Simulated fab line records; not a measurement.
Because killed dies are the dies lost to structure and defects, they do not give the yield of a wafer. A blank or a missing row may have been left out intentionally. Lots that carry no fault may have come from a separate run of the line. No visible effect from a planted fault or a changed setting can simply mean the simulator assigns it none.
Which tool was responsible? ; flow gf180mcu ; 39 wafers from 13 lots sampled at 5 of the route's 602 steps

WHAT THE GAUGES SHOWED, per wafer
GF_VT_IMPLANT_TW_MEAS_21.
lot;measured;on;VT_IMPLANT_2_TW
L680;day 6 07:13;film-metro-04;1205 1210 1207
L681;day 6 14:04;film-metro-02;1230 1226 1220
L682;day 6 20:01;film-metro-02;1227 1224 1229
L684;day 7 09:14;film-metro-02;1223 1224 1222
L685;day 7 15:11;film-metro-02;1225 1221 1225
L686;day 7 22:38;film-metro-04;1193 1196 1199
L691;day 9 03:21;film-metro-03;1204 1211 1204
L693;day 9 16:32;film-metro-02;1090 1093 1090
L694;day 10 01:43;film-metro-03;1085 1085 1090
L695;day 10 07:27;film-metro-02;1082 1085 1092
L697;day 10 23:46;film-metro-04;1192 1199 1204
L699;day 11 10:35;film-metro-03;1222 1220 1211
L701;day 11 21:40;film-metro-04;1193 1207 1201

GF_VT_IMPLANT_TW_MEAS_32.
lot;measured;on;VT_IMPLANT_3_TW
L680;day 6 22:46;film-metro-02;268.6 268.7 272.4
L681;day 7 05:23;film-metro-04;264.0 263.7 265.8
L682;day 7 11:28;film-metro-02;270.3 270.4 269.6
L684;day 8 01:32;film-metro-02;271.1 271.6 272.7
L685;day 8 06:43;film-metro-03;269.6 268.7 269.6
L686;day 8 14:07;film-metro-03;270.0 270.0 269.6
L691;day 9 20:28;film-metro-04;265.3 265.9 265.6
L693;day 10 10:32;film-metro-04;264.6 265.1 264.2
L694;day 10 20:07;film-metro-02;270.0 271.4 270.5
L695;day 11 01:57;film-metro-02;271.2 271.1 273.3
L697;day 11 18:38;film-metro-04;267.4 265.8 266.7
L699;day 12 06:03;film-metro-04;267.0 265.0 266.1
L701;day 12 17:28;film-metro-02;272.6 270.9 272.0

WHAT TOOL EACH LOT RAN ON (gives the tool, then ch and the chambers of the sampled wafers, and finally the start)
lot;GF_LVPWELL_STRIP_10;GF_MVPSD_STRIP_10;GF_VT_IMPLANT_IMPLANT_19
L680;plasma-asher-02 ch 1, day 3 20:58;plasma-asher-01 ch 0,1, day 5 01:23;implanter-03 ch 0, day 6 06:58
L681;plasma-asher-02 ch 0,1, day 4 03:25;plasma-asher-04 ch 0,1, day 5 08:35;implanter-03 ch 0, day 6 13:50
L682;plasma-asher-03 ch 0,1, day 4 09:50;plasma-asher-01 ch 0,1, day 5 14:37;implanter-02 ch 0, day 6 19:46
L684;plasma-asher-02 ch 0,1, day 4 20:01;plasma-asher-01 ch 0,1, day 6 01:55;implanter-02 ch 0, day 7 08:59
L685;plasma-asher-02 ch 0,1, day 5 02:38;plasma-asher-03 ch 0,1, day 6 08:13;implanter-02 ch 0, day 7 14:56
L686;plasma-asher-02 ch 0,1, day 5 06:13;plasma-asher-03 ch 0,1, day 6 14:59;implanter-02 ch 0, day 7 22:25
L691;plasma-asher-03 ch 0,1, day 6 10:25;plasma-asher-03 ch 0,1, day 7 17:53;implanter-03 ch 0, day 9 03:07
L693;plasma-asher-03 ch 0, day 6 21:52;plasma-asher-04 ch 0,1, day 8 06:23;implanter-03 ch 0, day 9 16:17
L694;plasma-asher-02 ch 0,1, day 7 05:44;plasma-asher-04 ch 0,1, day 8 15:11;implanter-03 ch 0, day 10 01:28
L695;plasma-asher-03 ch 0,1, day 7 10:26;plasma-asher-04 ch 0,1, day 8 19:52;implanter-03 ch 0, day 10 07:15
L697;plasma-asher-03 ch 0,1, day 7 23:43;plasma-asher-04 ch 0, day 9 10:38;implanter-04 ch 0, day 10 23:31
L699;plasma-asher-02 ch 0, day 8 10:31;plasma-asher-04 ch 1, day 9 21:10;implanter-04 ch 0, day 11 10:21
L701;plasma-asher-01 ch 0,1, day 8 20:47;plasma-asher-03 ch 0,1, day 10 08:02;implanter-04 ch 0, day 11 21:25
- GF_LVPWELL_STRIP_10: strips in O2/N2.
- GF_MVPSD_STRIP_10: strips in O2/N2.
- GF_VT_IMPLANT_IMPLANT_19

AS READ BY THE TOOLS THEMSELVES (means over the sampled wafers that have a number; for cases with no such wafer, the mark the record gives instead)
GF_LVPWELL_STRIP_10.
lot;tool;drypump-motor-current-A (A);heater-power-w (W);oes-product-au (a.u.);strip-time-to-endpoint-s (s)
L680;plasma-asher-02;6.1;330;0.717;36.95
L681;plasma-asher-02;6.2;340;0.726;36.87
L682;plasma-asher-03;5.9;349;0.722;36.80
L684;plasma-asher-02;6.2;336;0.719;36.87
L685;plasma-asher-02;6.2;333;0.722;37.02
L686;plasma-asher-02;6.2;334;0.723;36.96
L691;plasma-asher-03;5.9;350;0.726;37.05
L693;plasma-asher-03;5.8;335;0.720;36.83
L694;plasma-asher-02;6.2;332;0.724;36.94
L695;plasma-asher-03;6.2;368;0.722;36.94
L697;plasma-asher-03;6.0;355;0.721;36.92
L699;plasma-asher-02;6.2;340;0.724;36.99
L701;plasma-asher-01;5.7;318;0.721;36.92

GF_MVPSD_STRIP_10.
lot;tool;drypump-motor-current-A (A);heater-power-w (W);oes-product-au (a.u.);strip-time-to-endpoint-s (s)
L680;plasma-asher-01;5.5;344;0.719;36.87
L681;plasma-asher-04;5.9;337;0.725;36.95
L682;plasma-asher-01;5.6;342;0.724;36.78
L684;plasma-asher-01;5.7;320;0.722;37.00
L685;plasma-asher-03;5.9;352;0.727;36.83
L686;plasma-asher-03;6.0;355;0.728;36.99
L691;plasma-asher-03;5.9;352;0.721;36.74
L693;plasma-asher-04;6.1;328;0.720;36.85
L694;plasma-asher-04;6.0;340;0.724;36.94
L695;plasma-asher-04;6.1;329;0.720;36.76
L697;plasma-asher-04;5.9;350;0.726;36.80
L699;plasma-asher-04;6.2;310;0.726;36.96
L701;plasma-asher-03;6.2;367;0.725;36.91

GF_VT_IMPLANT_IMPLANT_19.
lot;tool;tilt-deg (degrees)
L680;implanter-03;6.991
L681;implanter-03;6.996
L682;implanter-02;6.976
L684;implanter-02;7.007
L685;implanter-02;6.993
L686;implanter-02;6.974
L691;implanter-03;7.033
L693;implanter-03;-0.001
L694;implanter-03;-0.006
L695;implanter-03;-0.011
L697;implanter-04;7.012
L699;implanter-04;6.990
L701;implanter-04;6.998

THE ANSWER, worked out from the rows above alone
Rule: the lots themselves supply what counts as usual. The widest of any qualifying gaps counts: lots, ordered by their means at a reading, are off when they make up no more than a third of the lots, leave a main group of 4 or more, and stand apart from it by 3 or more times the standard deviation of that group's means. Not used: any main group whose means are identical at the precision the tables above print for the reading. Also off: a lot with no number at a reading for which 4 or more lots have one. Where the step has rows for the other lots, those lots are counted as sound. The gauges are gone through in route order, then the tools' own readings, and for those a lot's mean is taken as printed above. The first step at which some lot is off is used, and at that step the reading that is off furthest; a lot without a number counts as furthest.
Off: L693, L694, L695, at GF_VT_IMPLANT_TW_MEAS_21 (VT_IMPLANT_2_TW). Mean 1212 and standard deviation 11 in the main group.
A tool fits if, at a process step before that reading, it ran every lot that is off, and no sound lot after the first of them. The gauges at GF_VT_IMPLANT_TW_MEAS_21 aren't tried: what is off there is off at GF_VT_IMPLANT_IMPLANT_19 too, on other tools, and a gauge's error can't cause that. One fits: GF_VT_IMPLANT_IMPLANT_19 on implanter-03. Its last sound lot is L691 (day 9 03:07), its first lot that is off L693 (day 9 16:17): a fault that began between those two fits.
The tool's own readings at GF_VT_IMPLANT_IMPLANT_19 bear it out: on the lots that are off they differ by more than 5 times the standard deviation of the sound lots' means. tilt-deg reads -0.006 degrees there against 6.997 degrees on the sound lots.

WHAT WAS PUT IN BY THE SIMULATOR
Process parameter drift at GF_VT_IMPLANT_IMPLANT_19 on implanter-03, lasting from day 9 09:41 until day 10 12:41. From 7, the setting tilt-deg moved by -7. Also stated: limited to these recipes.
Lots struck among those shown: L693, L694, L695. The rule above reached the same finding.
